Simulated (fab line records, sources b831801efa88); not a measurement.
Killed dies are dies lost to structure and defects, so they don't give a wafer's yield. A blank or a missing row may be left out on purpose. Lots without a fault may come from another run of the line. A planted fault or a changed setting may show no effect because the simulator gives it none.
Split-lot experiment | flow sfq_line | 5 lots, 23 wafers read, on a route of 325 steps

THE SPLIT
At SFQ_TRILAYER_L0_VIA_LITHO_EXPOSE_014 (exposes mask L0V, target cd 700 nm), the setting dose_mj was moved away from the recipe's 21.3 on 11 of the 23 wafers read, by -6.4% to +6.5%. The other wafers ran this setting at the recipe's value.

FROM THE SPLIT TO THE READING: what the file shows between them, 2 steps
- SFQ_TRILAYER_L0_VIA_LITHO_PEB_016: peb time 60 s
- SFQ_TRILAYER_L0_VIA_LITHO_DEVELOP_015: time 60 s

THE READING
L0V.cd_nm (the simulator's own value, which no gauge read), in nm, at SFQ_TRILAYER_L0_VIA_BARC_OPEN_VIA_ETCH_021 (etches BARC in O2, target depth 125 nm, time 41.7 s). The file gives no usual value for it. The 12 wafers here that ran the recipe average 699.6 nm, standard deviation 1.6 nm.

wafer  | tool, chamber at the split | dose_mj as run | against the recipe | L0V.cd_nm, nm | against lot-mates on the recipe
L078.1 | krf_scanner-01, 0          | 21.3           | recipe             | 700.6         | -
L078.2 | krf_scanner-01, 0          | 21.89          | +2.8%              | 705.4         | +4.6
L078.3 | krf_scanner-01, 0          | 21.3           | recipe             | 701           | -
L078.4 | krf_scanner-01, 0          | 21.89          | +2.8%              | 705.1         | +4.3
L078.5 | krf_scanner-01, 0          | 21.89          | +2.8%              | 705.4         | +4.6
L079.2 | krf_scanner-01, 0          | 21.3           | recipe             | 699.4         | -
L079.3 | krf_scanner-01, 0          | 21.3           | recipe             | 701.7         | -
L079.4 | krf_scanner-01, 0          | 21.3           | recipe             | 700.9         | -
L079.5 | krf_scanner-01, 0          | 19.94          | -6.4%              | 688.9         | -11.8
L079.6 | krf_scanner-01, 0          | 19.94          | -6.4%              | 690.9         | -9.8
L080.2 | krf_scanner-01, 0          | 21.3           | recipe             | 699.8         | -
L080.3 | krf_scanner-01, 0          | 22.42          | +5.3%              | 708.4         | +7.8
L080.4 | krf_scanner-01, 0          | 22.42          | +5.3%              | 708.5         | +7.9
L080.5 | krf_scanner-01, 0          | 21.3           | recipe             | 701.5         | -
L080.6 | krf_scanner-01, 0          | 22.42          | +5.3%              | 708.2         | +7.6
L084.1 | krf_scanner-01, 0          | 21.3           | recipe             | 697.8         | -
L084.2 | krf_scanner-01, 0          | 21.3           | recipe             | 697.4         | -
L084.3 | krf_scanner-01, 0          | 21.3           | recipe             | 696.6         | -
L085.1 | krf_scanner-01, 0          | 21.3           | recipe             | 700.2         | -
L085.3 | krf_scanner-01, 0          | 22.69          | +6.5%              | 711.4         | +12.0
L085.4 | krf_scanner-01, 0          | 21.3           | recipe             | 698.6         | -
L085.5 | krf_scanner-01, 0          | 22.69          | +6.5%              | 712.7         | +13.3
L085.6 | krf_scanner-01, 0          | 22.69          | +6.5%              | 711           | +11.6

THE FIT
A straight line over all 23 wafers: L0V.cd_nm changes by +1.7 nm for each +1% of dose_mj; r = +0.98; the points scatter about the line by 1.4 nm.
The same after taking each lot's own level away (the mean of its wafers on the recipe; 23 wafers): +1.71 nm for each +1%; r = +0.99; scatter 0.95 nm.
On that fit, the largest move of dose_mj shifts the reading by 11 nm.
The lots' own levels span 697.27 to 700.80 nm, that is 2.2 times the standard deviation above.
So the lot-to-lot level changes the slope little: the two slopes agree.
Check: with one of the wafers moved furthest among these (+6.5%) left out of the fit, the line predicts +11 nm for it against its lot-mates. It came out at +12 nm against them.

OTHER SPLITS ON THESE WAFERS
These wafers also went through other splits before the reading. Each is held against what the fit with the lots' levels taken away leaves over:
other split on the same wafers               | wafers away from the commonest value | r with L0V.cd_nm (lot level and that fit taken away)
SFQ_TRILAYER_L0_LITHO_COAT_010 resist_thk_nm | 11                                   | -0.03
SFQ_TRILAYER_L0_LITHO_EXPOSE_006 dose_mj     | 5                                    | +0.06
SFQ_TRILAYER_L0_VIA_LITHO_COAT_013 spin_rpm  | 8                                    | +0.32

THE FILE'S OWN FIT
L0V.cd_nm changes by +1.69 nm for each +1% of dose_mj, r = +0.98.
